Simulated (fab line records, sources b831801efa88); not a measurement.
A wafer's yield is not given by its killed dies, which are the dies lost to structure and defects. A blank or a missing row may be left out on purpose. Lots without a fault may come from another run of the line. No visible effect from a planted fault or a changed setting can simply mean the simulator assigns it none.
Which of the tools did it? + flow gf180mcu + 18 wafers from 6 lots sampled at 3 of the route's 602 steps

WHAT THE GAUGES SHOWED, per wafer
GF_MIM_THK_MEAS_11: measures by xrf.
| lot  | measured     | on            | MIM_ALCU_THK (nm) |
|------|--------------|---------------|-------------------|
| L126 | day 27 21:08 | film-metro-03 | 200.7 198.9 200.7 |
| L129 | day 25 10:28 | film-metro-02 | 203.0 203.1 199.5 |
| L132 | day 27 01:07 | film-metro-02 | 204.6 201.6 205.2 |
| L137 | day 28 17:16 | film-metro-02 | 201.4 202.4 199.9 |
| L141 | day 29 15:30 | film-metro-02 | 201.9 202.2 201.1 |
| L143 | day 30 06:12 | film-metro-03 | 196.9 198.4 193.2 |

TOOL THAT RAN EACH LOT (tool first, then ch and the chambers of the sampled wafers, then the start)
| lot  | GF_POLY_GATE_ETCH_13             | GF_MIM_SPUTTER_03            |
|------|----------------------------------|------------------------------|
| L126 | rie-si-02 ch 0,1,3, day 9 09:55  | pvd-sputter-02, day 27 20:46 |
| L129 | rie-si-01 ch 1,3, day 10 02:04   | pvd-sputter-04, day 25 10:05 |
| L132 | rie-si-02 ch 0,1,2, day 11 10:55 | pvd-sputter-01, day 27 00:43 |
| L137 | rie-si-01 ch 2,3, day 13 03:13   | pvd-sputter-02, day 28 16:52 |
| L141 | rie-si-02 ch 0,2,3, day 14 01:28 | pvd-sputter-01, day 29 15:08 |
| L143 | rie-si-02 ch 1,2,3, day 14 16:13 | pvd-sputter-02, day 30 05:49 |
- GF_POLY_GATE_ETCH_13: etches poly-Si in HBr/Cl2, stops on SiO2, target depth 198.5 nm, time 69.6 s.
- GF_MIM_SPUTTER_03: material Ti, target thk 10 nm, time 6.7 s.

THE ANSWER, worked out from the rows above alone
Rule: the usual values come from the lots themselves. The widest of any qualifying gaps counts: lots, ordered by their means at a reading, are off when they make up no more than a third of the lots, leave a main group of 4 or more, and stand apart from it by 3 or more times the standard deviation of that group's means. A main group is skipped when, at the precision printed for the reading in the tables above, its means are all equal. A lot without any number at a reading at which 4 lots or more have one is off too. Any other lot the step has rows for is counted as sound.
Off: L143, at GF_MIM_THK_MEAS_11 (MIM_ALCU_THK). Main group: mean 201.7 nm, sd 1.2.
A tool fits if, at a process step before that reading, it ran every lot that is off, and no sound lot after the first of them. Gauges at GF_MIM_THK_MEAS_11: tried the same way as those tools. Can't be told from this: 3 tools fit, rie-si-02 at GF_POLY_GATE_ETCH_13, pvd-sputter-02 at GF_MIM_SPUTTER_03, film-metro-03 at GF_MIM_THK_MEAS_11.

WHAT THE SIMULATOR HAD PUT IN
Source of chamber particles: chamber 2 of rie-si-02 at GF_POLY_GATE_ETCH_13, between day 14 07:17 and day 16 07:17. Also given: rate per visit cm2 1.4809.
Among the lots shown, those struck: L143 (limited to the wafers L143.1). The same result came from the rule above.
